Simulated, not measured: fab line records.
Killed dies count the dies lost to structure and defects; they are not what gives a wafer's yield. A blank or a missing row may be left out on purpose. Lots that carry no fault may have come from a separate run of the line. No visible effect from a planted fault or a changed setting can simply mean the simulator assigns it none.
Commonality check across tools :: flow sky130 :: 13 lots, 45 wafers sampled

## REASON FOR OPENING
2 of 13 lots carry a flag on the reading PASSIVATION_CVD_02_THK at SKY_PASSIVATION_THK_MEAS_03. No-fault wafers: 539 nm, standard deviation 7.9.
Rule: a lot is flagged in two cases, either no wafer of it has a number, or all its wafers with numbers fall more than 4 standard deviations from that mean. As for the other lots, they are considered sound.

lot: L208
measured: day 43 22:58
on: film-metro-03
PASSIVATION_CVD_02_THK (nm), wafer by wafer: 538 545 544
flag: 

lot: L209
measured: day 44 08:01
on: film-metro-02
PASSIVATION_CVD_02_THK (nm), wafer by wafer: 542 550 555
flag: 

lot: L210
measured: day 44 15:41
on: film-metro-02
PASSIVATION_CVD_02_THK (nm), wafer by wafer: 534 540 534
flag: 

lot: L214
measured: day 45 22:02
on: film-metro-02
PASSIVATION_CVD_02_THK (nm), wafer by wafer: 540 557 548
flag: 

lot: L216
measured: day 46 05:05
on: film-metro-03
PASSIVATION_CVD_02_THK (nm), wafer by wafer: 531 541 536
flag: 

lot: L217
measured: day 46 11:50
on: film-metro-03
PASSIVATION_CVD_02_THK (nm), wafer by wafer: 519 538 538
flag: 

lot: L218
measured: day 46 17:59
on: film-metro-02
PASSIVATION_CVD_02_THK (nm), wafer by wafer: 521 536 534
flag: 

lot: L219
measured: day 47 00:31
on: film-metro-04
PASSIVATION_CVD_02_THK (nm), wafer by wafer: 549 540 547
flag: 

lot: L220
measured: day 47 07:52
on: film-metro-04
PASSIVATION_CVD_02_THK (nm), wafer by wafer: 533 547 547
flag: 

lot: L222
measured: day 47 17:01
on: film-metro-02
PASSIVATION_CVD_02_THK (nm), wafer by wafer: 248 245 260 248 245 260
flag: FLAGGED

lot: L223
measured: day 47 21:16
on: film-metro-04
PASSIVATION_CVD_02_THK (nm), wafer by wafer: 249 247 245 249 247 245
flag: FLAGGED

lot: L224
measured: day 48 07:39
on: film-metro-04
PASSIVATION_CVD_02_THK (nm), wafer by wafer: 539 539 544
flag: 

lot: L227
measured: day 49 03:31
on: film-metro-02
PASSIVATION_CVD_02_THK (nm), wafer by wafer: 544 532 533
flag: 
On average the flagged lots' numbers are 249 nm, which is -290 nm against the usual, or -37 standard deviations.

## LOT BY LOT: THE TOOL USED
The record keeps 1 process step preceding the reading, out of 708 steps on the route. Read each cell as the tool, then ch plus the chambers that the sampled wafers visited, then the start.
lot: L208
flag: 
SKY_PASSIVATION_CVD_02: pecvd-04 ch 0,1,2, day 43 22:44

lot: L209
flag: 
SKY_PASSIVATION_CVD_02: pecvd-04 ch 0,2, day 44 07:48

lot: L210
flag: 
SKY_PASSIVATION_CVD_02: pecvd-04 ch 0,1, day 44 15:20

lot: L214
flag: 
SKY_PASSIVATION_CVD_02: pecvd-01 ch 1,2, day 45 21:48

lot: L216
flag: 
SKY_PASSIVATION_CVD_02: pecvd-01 ch 0,2, day 46 04:52

lot: L217
flag: 
SKY_PASSIVATION_CVD_02: pecvd-03 ch 0,1,2, day 46 11:36

lot: L218
flag: 
SKY_PASSIVATION_CVD_02: pecvd-03 ch 0,1,2, day 46 17:45

lot: L219
flag: 
SKY_PASSIVATION_CVD_02: pecvd-04 ch 0,1, day 47 00:11

lot: L220
flag: 
SKY_PASSIVATION_CVD_02: pecvd-04 ch 0,2, day 47 07:38

lot: L222
flag: FLAGGED
SKY_PASSIVATION_CVD_02: pecvd-04 ch 0,1,2, day 47 16:47

lot: L223
flag: FLAGGED
SKY_PASSIVATION_CVD_02: pecvd-04 ch 0,1,2, day 47 21:01

lot: L224
flag: 
SKY_PASSIVATION_CVD_02: pecvd-03 ch 0,1,2, day 48 07:25

lot: L227
flag: 
SKY_PASSIVATION_CVD_02: pecvd-03 ch 0,1,2, day 49 03:17
What the steps here do:
- SKY_PASSIVATION_CVD_02: deposits Si3N4, target thk 540 nm.
- SKY_PASSIVATION_THK_MEAS_03

## FLAGGED AGAINST TOTAL, ONE TOOL AT A TIME (gauges that did the reading follow at the end)
step: SKY_PASSIVATION_CVD_02
tool: pecvd-01
lots run: 2
flagged: 0
share of the flagged lots: none
sound lots run after its first flagged lot: -

step: SKY_PASSIVATION_CVD_02
tool: pecvd-03
lots run: 4
flagged: 0
share of the flagged lots: none
sound lots run after its first flagged lot: -

step: SKY_PASSIVATION_CVD_02
tool: pecvd-04
lots run: 7
flagged: 2
share of the flagged lots: all
sound lots run after its first flagged lot: 0

step: SKY_PASSIVATION_THK_MEAS_03
tool: film-metro-02
lots run: 6
flagged: 1
share of the flagged lots: some
sound lots run after its first flagged lot: 1 (L227)

step: SKY_PASSIVATION_THK_MEAS_03
tool: film-metro-03
lots run: 3
flagged: 0
share of the flagged lots: none
sound lots run after its first flagged lot: -

step: SKY_PASSIVATION_THK_MEAS_03
tool: film-metro-04
lots run: 4
flagged: 1
share of the flagged lots: some
sound lots run after its first flagged lot: 1 (L224)

## WHAT THE TABLE ALLOWS
All flagged lots share 1 row of the table, namely pecvd-04 at SKY_PASSIVATION_CVD_02.
- pecvd-04 at SKY_PASSIVATION_CVD_02: 2 of its 7 lots flagged. A fault beginning between L220 (day 47 07:38), its last sound lot, and L222 (day 47 16:47), its first flagged one, fits the data.
Just one tool remains: pecvd-04 at SKY_PASSIVATION_CVD_02.

## WHAT THE SIMULATOR HAD PUT IN
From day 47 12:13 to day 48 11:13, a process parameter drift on pecvd-04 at SKY_PASSIVATION_CVD_02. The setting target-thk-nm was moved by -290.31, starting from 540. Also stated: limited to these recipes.
Lots struck among those shown: L222, L223. The rule above reached the same finding.
